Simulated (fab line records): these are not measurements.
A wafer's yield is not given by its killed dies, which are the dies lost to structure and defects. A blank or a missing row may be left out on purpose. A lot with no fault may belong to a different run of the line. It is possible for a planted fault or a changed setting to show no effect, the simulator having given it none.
Struck lot and sound lot, side by side	flow gf180mcu	18 steps out of a route of 602
Sound: these wafers, L986.1, L986.2, L986.4. Struck: wafer L984.2 (L984.3, L984.5, from the same lot, were not struck and are left out); the cause is given at the end.
At each step with rows: each side's tool, then ch and its chambers, then its first start. Under that, the readings that differ: sound wafers	struck wafers	difference of the means	sigmas: that difference in standard deviations of wafers without a fault.
alike: words and numbers the same on both sides, and readings whose means are apart by under 2 such deviations; not compared: readings that were withheld, readings missing a value for some wafer, numbers with overlapping values and no deviation given by the record, and bounds like >300 which may hide the same value.
Wherever a step has rows on one side only, a row that says differs or no value, or a row with sigmas, the two part there. When numbers do not overlap yet have no deviation, they are printed without sigmas and do not part them. A reading missing from all wafers of one side parts the sides only when that side holds two or more wafers.

first, 3 steps without rows for these wafers: GF_V4_EXPOSE_11 (exposes mask Via4, target cd 260 nm); GF_V4_PEB_12 (peb time 90 s); GF_V4_DEVELOP_13 (develop time 60 s).
GF_V4_CD_MEAS_14: the cd target is 260 nm.
  sound: cdSem-01 at day 28 12:55; struck: cdSem-01 at day 28 01:56
  alike: cdNm
GF_V4_OVL_MEAS_15:
  sound: overlay-02 at day 28 13:02; struck: overlay-02 at day 28 02:02
  alike: V4_OVL
GF_V4_ETCH_16: etches BARC in N2/H2.
  sound on rieDiel-04 ch 0,1, day 28 13:04; struck on rieDiel-01 ch 0, day 28 02:04
reading	sound	struck	difference	sigmas
oesProductAu (a.u.)	0.857 0.853 0.855	0.866	+0.011	+2
rfFwdPowerW (W)	493.9 497.5 497.5	491.7	-4.6	-3
  alike: drypumpMotorCurrentA, throttleValvePct
GF_V4_ETCH_17: etches SiO2 in C4F8/O2/Ar, stops on TiN, target depth 630 nm.
  sound: rieDiel-04 ch 0,1; struck: rieDiel-01 ch 0
reading	sound	struck	difference	sigmas
rfFwdPowerW (W)	1500 1495 1498	1482	-16	-4
  alike: oesProductAu
GF_V4_STRIP_18: strips in O2/N2.
  sound on plasmaAsher-01 ch 0,1, day 28 13:12; struck on plasmaAsher-02 ch 0, day 28 02:12
  alike: drypumpMotorCurrentA, heaterPowerW, oesProductAu
  not compared: rfHoursCounterH
then, 2 steps without rows for these wafers: GF_V4_STRIP_19 (strips in post etch residue remover, time 1200 s); GF_V4_CLEAN_20 (cleans in DIW).
GF_V4_SPUTTER_21: material Ti, target thk 15 nm, time 80.02 s.
  sound: pvdSputter-04 at day 28 13:44; struck: pvdSputter-03 at day 28 03:05
  alike: throttleValvePct
GF_V4_SPUTTER_22: material TiN, target thk 10 nm, time 40 s.
  sound: pvdSputter-04 at day 28 13:47; struck: pvdSputter-03 at day 28 03:08
  alike: throttleValvePct
GF_V4_CVD_23: deposits W, target thk 350 nm, time 104.9 s.
  sound on cvdW-01 ch 0,1, day 28 13:50; struck on cvdW-02 ch 0, day 28 03:11
reading	sound	struck	difference	sigmas
model.W_of_V4_CVD_23.thkNm (nm)	350.9 351.3 352.8	482.2	+130.5	
  alike: heaterPowerW
GF_V4_RS_MEAS_24: measures by four-point-probe.
  sound: filmMetro-01 at day 28 13:56; struck: filmMetro-03 at day 28 03:19
reading	sound	struck	difference	sigmas
V4_W_RS (ohm/sq)	0.327 0.326 0.325	0.237	-0.089	-23
GF_V4_THK_MEAS_25: measures by xrf.
  sound: filmMetro-01 at day 28 14:04; struck: filmMetro-03 at day 28 03:25
reading	sound	struck	difference	sigmas
V4_W_THK (nm)	360 360 360	513	+153	+26
GF_V4_CMP_26: polishes, stops on SiO2, t overpolish 15 s, target thk 0 nm.
  sound on cmp-02 ch 0,2,3, day 28 14:07; struck on cmp-01 ch 0, day 28 03:31
reading	sound	struck	difference	sigmas
timeToEndpointS (s)	79 75 84	111	+32	+8
  alike: motorCurrentA, platenRpm, slurryFilterDpKPa
then, 1 step without rows for these wafers: GF_MIM_SPUTTER_00 (material Ti, target thk 37.5 nm, time 150 s).
GF_PASSIVATION_PROBE_99:
  the record has rows for the sound wafers here (prober-02, day 32 17:22) and none for the struck ones

## WHERE THEY PART
Earliest at GF_V4_ETCH_16; latest, in this record, at GF_PASSIVATION_PROBE_99.

WHY: what had been put in by the simulator
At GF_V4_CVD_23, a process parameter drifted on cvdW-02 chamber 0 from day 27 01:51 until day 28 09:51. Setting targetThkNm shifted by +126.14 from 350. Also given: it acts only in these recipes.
